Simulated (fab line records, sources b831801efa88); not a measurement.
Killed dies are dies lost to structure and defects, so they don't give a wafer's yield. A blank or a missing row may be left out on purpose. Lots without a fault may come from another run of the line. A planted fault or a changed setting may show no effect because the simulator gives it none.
Chamber matching | flow sky130 | SKY_LI_CONTACT_ETCH_15 on rie_diel-01: 4 sister chambers
The step etches PSG in C4F8/O2/Ar, stops on Si, target depth 600 nm. 14 wafers are shown with their chamber, then 7 later ones without.

WAFERS WITH THEIR CHAMBER
wafer  | chamber | oes_product_au (a.u.)
L082.2 | 0       | 0.845
L082.3 | 2       | 0.836
L082.4 | 3       | 0.827
L080.3 | 1       | 0.842
L080.5 | 1       | 0.837
L080.6 | 2       | 0.835
L083.3 | 2       | 0.836
L083.4 | 0       | 0.835
L083.6 | 0       | 0.834
L085.1 | 3       | 0.835
L085.2 | 1       | 0.838
L085.3 | 0       | 0.836
L085.4 | 2       | 0.839
L085.5 | 3       | 0.838

SIGNATURES (means of the wafers above)
reading        | chamber 0 | chamber 1 | chamber 2 | chamber 3 | scatter within a chamber
oes_product_au | 0.83750   | 0.83900   | 0.83650   | 0.83333   | 0.00406
Rule: a wafer's distance from a chamber is the root of the sum, over the readings, of the square of ((its reading less the chamber's mean) divided by the reading's scatter). The wafer belongs to the nearest chamber; if the next one is less than 2 further off, it can't be placed. The scatter: the root of (the sum of the squares of (reading less its chamber's mean) over the shown wafers, divided by (wafers less chambers)).

WAFERS WITHOUT THEIR CHAMBER
wafer  | oes_product_au (a.u.)
L085.6 | 0.836
L091.3 | 0.833
L091.5 | 0.836
L091.6 | 0.833
L096.1 | 0.832
L096.5 | 0.835
L096.6 | 0.839

WHICH CHAMBER EACH WENT THROUGH
wafer  | from the rows above               | in truth
L085.6 | can't be placed: 2 or 0 or 3 or 1 | 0
L091.3 | can't be placed: 3 or 2 or 0 or 1 | 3
L091.5 | can't be placed: 2 or 0 or 3 or 1 | 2
L091.6 | can't be placed: 3 or 2 or 0 or 1 | 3
L096.1 | can't be placed: 3 or 2 or 0 or 1 | 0
L096.5 | can't be placed: 2 or 3 or 0 or 1 | 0
L096.6 | can't be placed: 1 or 0 or 2 or 3 | 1
Placed correctly: 0 of 7. Can't be placed from these rows: 7 (the true chamber is among the candidates in 7). Placed wrongly: 0.
